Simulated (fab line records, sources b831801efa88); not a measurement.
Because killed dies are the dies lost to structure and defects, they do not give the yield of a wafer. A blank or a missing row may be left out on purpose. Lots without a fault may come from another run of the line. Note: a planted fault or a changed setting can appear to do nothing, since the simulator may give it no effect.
The tool behind it: which one? -- flow gf180mcu -- 21 wafers sampled from 7 lots at 1 step of a route of 602

WHAT THE GAUGES READ, wafer by wafer
GF_CONTACT_BOW_MEAS_05.
lot,measured,on,CONTACT_BOW (um)
L282,day 17 10:38,film-metro-04,62 59 54
L285,day 18 09:26,film-metro-02,66 59 64
L288,day 19 14:14,film-metro-02,50 67 68
L290,day 20 06:07,film-metro-04,74 67 54
L293,day 21 12:43,film-metro-04,55 62 64
L296,day 22 10:56,film-metro-02,55 61 47
L298,day 22 20:34,film-metro-01,67 70 67

WHAT TOOL EACH LOT RAN ON (gives the tool, then ch and the chambers of the sampled wafers, and finally the start)
The record shows no process step preceding these readings.

THE ANSWER, worked out from the rows above alone
Rule: the lots themselves supply what counts as usual. The widest of any qualifying gaps counts: lots, ordered by their means at a reading, are off when they make up no more than a third of the lots, leave a main group of 4 or more, and stand apart from it by 3 or more times the standard deviation of that group's means. A main group is skipped when, at the precision printed for the reading in the tables above, its means are all equal. A lot without any number at a reading at which 4 lots or more have one is off too. Where the step has rows for the other lots, those lots are counted as sound.
None of the lots is off at any reading shown; this tells nothing.

WHAT WAS PUT IN BY THE SIMULATOR
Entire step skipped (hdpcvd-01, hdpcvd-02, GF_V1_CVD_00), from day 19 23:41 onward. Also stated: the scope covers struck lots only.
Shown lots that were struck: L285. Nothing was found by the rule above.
